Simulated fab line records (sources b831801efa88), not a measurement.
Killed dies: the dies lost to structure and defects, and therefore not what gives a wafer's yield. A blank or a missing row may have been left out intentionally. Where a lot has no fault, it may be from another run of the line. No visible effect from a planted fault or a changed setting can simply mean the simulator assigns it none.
Matching of chambers    flow gf180mcu    4 sister chambers for GF_V3_ETCH_16 on rie_diel-01
The step etches BARC in N2/H2. 16 wafers are shown with their chamber, then 8 later ones without.

## EACH WAFER AND ITS CHAMBER
wafer   chamber  drypump_motor_current_A (A)  oes_product_au (a.u.)  throttle_valve_pct (%)
L077.1  1        5.9                          0.854                  13.215
L077.5  1        5.9                          0.855                  13.218
L077.6  2        5.0                          0.854                  13.214
L082.2  1        5.9                          0.853                  13.234
L082.3  2        5.0                          0.840                  13.209
L082.6  2        5.0                          0.855                  13.229
L091.1  0        5.9                          0.858                  13.213
L091.2  1        6.0                          0.862                  13.218
L091.5  1        5.9                          0.856                  13.243
L092.1  2        5.0                          0.855                  13.220
L092.2  1        5.9                          0.862                  13.210
L092.3  3        6.8                          0.860                  13.229
L092.4  0        5.9                          0.853                  13.219
L092.5  2        5.0                          0.854                  13.230
L092.6  3        6.8                          0.859                  13.219
L096.1  3        6.7                          0.855                  13.224

SIGNATURES (means of the wafers above)
reading                  chamber 0  chamber 1  chamber 2  chamber 3  scatter within a chamber
drypump_motor_current_A  5.900      5.917      5.000      6.767      0.0354
oes_product_au           0.85550    0.85700    0.85160    0.85800    0.00479
throttle_valve_pct       13.21600   13.22300   13.22040   13.22400   0.01
Rule: a wafer's distance from a chamber is the root of the sum, over the readings, of the square of ((its reading less the chamber's mean) divided by the reading's scatter). If the next closest chamber is less than 2 further off than the closest, the wafer can't be placed; otherwise it belongs to the closest. How the scatter is found: for the shown wafers, subtract from each reading the mean of its chamber, square and add these, divide the total by (wafers less chambers), then take the root.

## WAFERS WITHOUT THEIR CHAMBER
wafer   drypump_motor_current_A (A)  oes_product_au (a.u.)  throttle_valve_pct (%)
L096.2  5.0                          0.853                  13.224
L096.3  5.9                          0.854                  13.205
L096.4  6.8                          0.860                  13.235
L096.5  5.8                          0.850                  13.225
L096.6  5.0                          0.861                  13.239
L097.2  5.9                          0.852                  13.219
L097.4  5.9                          0.854                  13.234
L097.5  5.0                          0.852                  13.228

## CHAMBER TAKEN BY EACH
wafer   from the rows above      in truth
L096.2  2                        2
L096.3  can't be placed: 0 or 1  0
L096.4  3                        3
L096.5  can't be placed: 0 or 1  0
L096.6  2                        2
L097.2  can't be placed: 0 or 1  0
L097.4  can't be placed: 1 or 0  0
L097.5  2                        2
4 of 8 placed correctly. These rows do not allow placing 4 (true chamber among the candidates in 4). Placed wrongly: 0.
